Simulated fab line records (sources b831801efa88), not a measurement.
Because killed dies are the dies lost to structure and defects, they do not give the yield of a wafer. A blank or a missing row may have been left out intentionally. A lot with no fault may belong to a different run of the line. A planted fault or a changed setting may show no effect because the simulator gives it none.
Code-filled problem report in 8D (eight disciplines) form ; flow gf180mcu ; the parts of the form that need people (team, actions taken, sign-off) are left out

## 1. THE PROBLEM
V1_W_RS at GF_V1_RS_MEAS_24 reads a mean of 0.238 ohm/sq on 1 wafer of 1 lot; wafers without a fault read 0.329 ohm/sq with a standard deviation of 0.0036. Relative to the usual mean, that is a shift of -25 standard deviations.
The step: measures by four-point-probe.
First observed at day 24 08:30: wafer L783.6, on film-metro-03. Wafers with a number at this step in the record: 33, from 11 lots. Rule for "out", or "out of limits": more than 4 standard deviations from the usual mean. The rest of the wafers with a number are treated as sound.

## 2. WHAT THIS IS AND IS NOT
question;is;is not
which readings at this step;V1_W_RS;-
which lots;L783;L767, L769, L771, L772, L775, L777, L778, L780, L784, L790
which wafers of those lots;L783.6;L783.2, L783.4
read on which gauges;film-metro-03;film-metro-02, film-metro-04
when;from day 24 08:30;"up to then (26 sound wafers); but 6 sound wafers of L784, L790 came after"

## 3. WHAT RULES OUT EACH SUSPECT
Counting: a tool at a process step up to the reading stays a suspect if it ran every lot that is out. Sound lots after the first of them don't rule it out here, since some wafers of a struck lot are sound.
- the gauge at GF_V1_RS_MEAS_24 has been ruled out. All the wafers that are out were read on film-metro-03, but those of them that GF_V1_CMP_26 has rows for are out there too, on other tools.
- rtp-anneal-01 at GF_SALICIDE_RTA_06 (time 30 s): kept. The lot that is out, L783, ran on it at day 21 05:22; the last sound lot it ran before that was L777, at day 19 07:47.
- cvd-w-01 at GF_V1_CVD_23 (deposits W, target thk 350 nm, time 105.05 s): kept. The lot that is out, L783, ran on it at day 24 08:22; the last sound lot it ran before that was L778, at day 22 15:54.
After counting, rtp-anneal-01 at GF_SALICIDE_RTA_06 and cvd-w-01 at GF_V1_CVD_23 remain.

## 4. THE CAUSE (what the simulator had put in)
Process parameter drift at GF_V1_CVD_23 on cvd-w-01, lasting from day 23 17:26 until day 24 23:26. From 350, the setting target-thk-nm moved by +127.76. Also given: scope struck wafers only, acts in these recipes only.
2 suspects survive the count, and this tool is in that group.

## 5. SEQUENCE OF EFFECTS, ordered by route
Each row: a reading where the mean over the struck wafers with a number is more than 3 standard deviations away from the usual. Scope: only readings with a usual standard deviation given in the record; hours: median across lots of the time from each lot's start at the first step in this table that gives one to its start at this step; sigmas: change in usual standard deviations.
hours;step;reading;usual;on struck wafers;change;sigmas
0;GF_V1_RS_MEAS_24;V1_W_RS;0.329 ohm/sq;0.238;-0.091;-25
0;GF_V1_THK_MEAS_25;V1_W_THK;342 nm;464;+122;+26
0;GF_V1_CMP_26;time-to-endpoint-s;86 s;117;+31;+10
Process steps it contains:
- GF_V1_CMP_26: polishes, stops on SiO2, t overpolish 15 s, target thk 0 nm.

## 6. WHAT WOULD HAVE CAUGHT IT SOONER
In this record the first reading out of limits at a measuring or inspecting step was taken at day 24 08:30, 15 hours after the fault began at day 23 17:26.
No tool reading at GF_V1_CVD_23 that has a usual standard deviation in the record was out on any struck wafer, so an alarm limit of 4 standard deviations on those readings would not have fired.
By day 24 08:30 the whole set of lots that are out, 1 in number, had already begun GF_V1_CVD_23 on cvd-w-01. Holding the tool at that point would not have protected any of them.
